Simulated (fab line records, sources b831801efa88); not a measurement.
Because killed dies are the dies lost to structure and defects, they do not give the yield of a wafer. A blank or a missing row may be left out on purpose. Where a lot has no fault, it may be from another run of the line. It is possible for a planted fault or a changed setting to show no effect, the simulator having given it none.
Matching of chambers | flow gf180mcu | 4 sister chambers for GF_V2_ETCH_16 on rieDiel-02
The step etches BARC in N2/H2. 14 wafers are shown with their chamber, then 7 later ones without.

EACH WAFER AND ITS CHAMBER
wafer  | chamber | drypumpMotorCurrentA (A) | throttleValvePct (%) | oesProductAu (a.u.)
L076.2 | 3       | 5.5                      | 13.239               | 0.859
L076.4 | 1       | 5.6                      | 13.213               | 0.856
L076.5 | 3       | 5.5                      | 13.224               | 0.854
L078.2 | 3       | 5.6                      | 13.221               | 0.858
L078.3 | 0       | 6.0                      | 13.227               | 0.856
L078.4 | 2       | 5.3                      | 13.231               | 0.853
L079.1 | 3       | 5.6                      | 13.231               | 0.864
L079.4 | 1       | 5.6                      | 13.223               | 0.855
L079.5 | 2       | 5.3                      | 13.225               | 0.858
L083.1 | 1       | 5.6                      | 13.221               | 0.852
L083.2 | 3       | 5.5                      | 13.217               | 0.856
L083.6 | 0       | 6.0                      | 13.213               | 0.846
L093.3 | 3       | 5.5                      | 13.224               | 0.850
L093.5 | 1       | 5.6                      | 13.204               | 0.859

SIGNATURES (averages over the wafers above)
reading              | chamber 0 | chamber 1 | chamber 2 | chamber 3 | scatter within a chamber
drypumpMotorCurrentA | 6.000     | 5.600     | 5.300     | 5.533     | 0.0365
throttleValvePct     | 13.22000  | 13.21525  | 13.22800  | 13.22600  | 0.00805
oesProductAu         | 0.85100   | 0.85550   | 0.85550   | 0.85683   | 0.00448
Rule: distance of a wafer from a chamber = root of the sum over the readings of ((wafer's reading minus chamber's mean) / reading's scatter) squared. If the next closest chamber is less than 2 further off than the closest, the wafer can't be placed; otherwise it belongs to the closest. The scatter is the square root of a quotient: the sum, over the shown wafers, of each reading's squared deviation from its chamber's mean, divided by wafers minus chambers.

WAFERS MISSING THEIR CHAMBER
wafer  | drypumpMotorCurrentA (A) | throttleValvePct (%) | oesProductAu (a.u.)
L093.6 | 6.0                      | 13.230               | 0.855
L094.1 | 6.0                      | 13.230               | 0.859
L094.2 | 5.5                      | 13.221               | 0.858
L094.5 | 5.6                      | 13.231               | 0.855
L095.1 | 6.0                      | 13.241               | 0.857
L095.3 | 5.6                      | 13.235               | 0.855
L095.6 | 5.5                      | 13.228               | 0.847

WHICH CHAMBER EACH ONE RAN IN
wafer  | from the rows above     | in truth
L093.6 | 0                       | 0
L094.1 | 0                       | 0
L094.2 | can't be placed: 3 or 1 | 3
L094.5 | can't be placed: 1 or 3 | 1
L095.1 | 0                       | 0
L095.3 | can't be placed: 3 or 1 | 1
L095.6 | can't be placed: 3 or 1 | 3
Placed correctly: 3 of 7. Unplaceable from these rows: 4, with the true chamber sitting among the candidates in 4. Number placed wrongly: 0.
